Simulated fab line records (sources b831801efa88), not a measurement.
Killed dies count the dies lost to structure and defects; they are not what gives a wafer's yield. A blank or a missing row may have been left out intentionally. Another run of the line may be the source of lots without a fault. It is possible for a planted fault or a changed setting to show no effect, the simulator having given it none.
Matching of chambers || flow gf180mcu || GF_V1_CMP_04 on cmp-02: 4 sister chambers
The step polishes SiO2. 7 wafers are shown with their chamber, then 8 later ones without.

== WAFERS PAIRED WITH THEIR CHAMBERS ==
{"wafer": "L145.4", "chamber": 3, "motor-current-A (A)": 11.7, "time-to-endpoint-s (s)": 80}
{"wafer": "L150.1", "chamber": 1, "motor-current-A (A)": 12.3, "time-to-endpoint-s (s)": 71}
{"wafer": "L150.4", "chamber": 0, "motor-current-A (A)": 12.4, "time-to-endpoint-s (s)": 81}
{"wafer": "L155.5", "chamber": 2, "motor-current-A (A)": 13.2, "time-to-endpoint-s (s)": 75}
{"wafer": "L158.1", "chamber": 1, "motor-current-A (A)": 12.5, "time-to-endpoint-s (s)": 69}
{"wafer": "L158.2", "chamber": 0, "motor-current-A (A)": 12.5, "time-to-endpoint-s (s)": 79}
{"wafer": "L165.2", "chamber": 2, "motor-current-A (A)": 13.4, "time-to-endpoint-s (s)": 71}

== WAFERS WITH NO CHAMBER GIVEN ==
{"wafer": "L165.4", "motor-current-A (A)": 11.4, "time-to-endpoint-s (s)": 78}
{"wafer": "L165.5", "motor-current-A (A)": 13.5, "time-to-endpoint-s (s)": 79}
{"wafer": "L166.2", "motor-current-A (A)": 11.9, "time-to-endpoint-s (s)": 65}
{"wafer": "L166.3", "motor-current-A (A)": 12.7, "time-to-endpoint-s (s)": 76}
{"wafer": "L166.6", "motor-current-A (A)": 12.1, "time-to-endpoint-s (s)": 74}
{"wafer": "L167.2", "motor-current-A (A)": 12.6, "time-to-endpoint-s (s)": 71}
{"wafer": "L167.5", "motor-current-A (A)": 13.3, "time-to-endpoint-s (s)": 77}
{"wafer": "L167.6", "motor-current-A (A)": 12.2, "time-to-endpoint-s (s)": 74}

== EACH ONE'S CHAMBER ==
{"wafer": "L165.4", "from the rows above": 3, "in truth": 3}
{"wafer": "L165.5", "from the rows above": 2, "in truth": 2}
{"wafer": "L166.2", "from the rows above": 1, "in truth": 1}
{"wafer": "L166.3", "from the rows above": "can't be placed: 0 or 1", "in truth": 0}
{"wafer": "L166.6", "from the rows above": "can't be placed: 1 or 0 or 3", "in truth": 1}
{"wafer": "L167.2", "from the rows above": 1, "in truth": 1}
{"wafer": "L167.5", "from the rows above": 2, "in truth": 2}
{"wafer": "L167.6", "from the rows above": "can't be placed: 1 or 0", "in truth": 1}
Correctly placed: 5 of 8. Not placeable from these rows: 3 (in 3, the candidates include the true chamber). Wrongly placed: 0.
How it was worked out, from the rows above alone: a wafer's distance from a chamber is the root of the sum, over the readings, of the square of ((its reading less the chamber's mean) divided by the reading's scatter). If the next closest chamber is less than 2 further off than the closest, the wafer can't be placed; otherwise it belongs to the closest. A chamber's mean is the mean of its shown wafers. The scatter is the square root of a quotient: the sum, over the shown wafers, of each reading's squared deviation from its chamber's mean, divided by wafers minus chambers.
